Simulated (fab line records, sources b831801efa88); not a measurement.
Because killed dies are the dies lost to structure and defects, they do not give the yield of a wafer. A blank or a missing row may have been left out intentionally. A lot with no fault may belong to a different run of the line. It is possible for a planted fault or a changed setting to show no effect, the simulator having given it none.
Code-filled problem report in 8D (eight disciplines) form	flow gf180mcu	the parts of the form that need people (team, actions taken, sign-off) are left out

## 1. THE PROBLEM
Wafers without a fault read 0.990 a.u., standard deviation 0.0075; oes_product_au at GF_POLY_GATE_ETCH_13 reads a mean of 0.813 a.u. on 9 wafers belonging to 3 lots. Measured from the usual mean, that is -24 standard deviations.
The step: etches poly-Si in HBr/Cl2, stops on SiO2, target depth 198.5 nm, time 69.6 s.
The first sign was on wafer L496.3 at day 12 05:14, on rie_si-01. The record holds 36 wafers of 12 lots with a number at this step. Rule for "out", or "out of limits": more than 4 standard deviations from the usual mean. Any other wafer with a number is counted as sound.

## 2. WHAT IT IS, WHAT IT ISN'T
question	is	is not
which readings at this step	oes_product_au	-
which lots	L496, L497, L498	L486, L487, L489, L500, L501, L502, L503, L505, L509
which wafers of those lots	all that have a number	-
read on which tools	rie_si-01	rie_si-02
when	from day 12 05:14	up to then (9 sound wafers); but 18 sound wafers of L500, L501, L502, L503, L505, L509 came after

## 3. SUSPECTS, AND WHAT RULES EACH OUT
Counting: a tool stays on the suspect list if, at a process step up to the reading, it processed all lots that are out and no sound lot following the first of them.
- rie_si-01 at GF_POLY_GATE_ETCH_13 (etches poly-Si in HBr/Cl2, stops on SiO2, target depth 198.5 nm, time 69.6 s): ruled out as a lasting fault. Sound lots L509 ran on it after its first lot that is out, L496 (day 12 05:14).
Left after counting: nothing in the record.

## 4. THE CAUSE (what the simulator had put in)
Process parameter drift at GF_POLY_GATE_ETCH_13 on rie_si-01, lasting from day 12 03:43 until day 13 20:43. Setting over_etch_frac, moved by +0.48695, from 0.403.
Counting ruled it out, wrongly.

## 5. THE CHAIN OF EFFECTS, in route order
One row per reading whose mean, taken over the struck wafers that have a number, lies over 3 standard deviations from the usual. Scope: only readings with a usual standard deviation given in the record; hours: median across lots of the time from each lot's start at the first step in this table that gives one to its start at this step; sigmas: change in usual standard deviations.
hours	step	reading	usual	on struck wafers	change	sigmas
0	GF_POLY_GATE_ETCH_13	oes_product_au	0.990 a.u.	0.813	-0.177	-24
0	GF_POLY_GATE_STRIP_14	oes_product_au	0.505 a.u.	0.488	-0.017	-3.8
It contains these process steps:
- GF_POLY_GATE_ETCH_13: etches poly-Si in HBr/Cl2, stops on SiO2, target depth 198.5 nm, time 69.6 s.
- GF_POLY_GATE_STRIP_14: strips in O2/N2.
Later measuring or inspecting steps at which every struck wafer that the step has a row for has a number for every such reading, and none has moved that far: GF_SALICIDE_RS_MEAS_04.

## 6. HOW IT WOULD HAVE BEEN CAUGHT EARLIER
In this record the first reading out of limits was taken at day 12 05:14, 2 hours after the fault began at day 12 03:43.
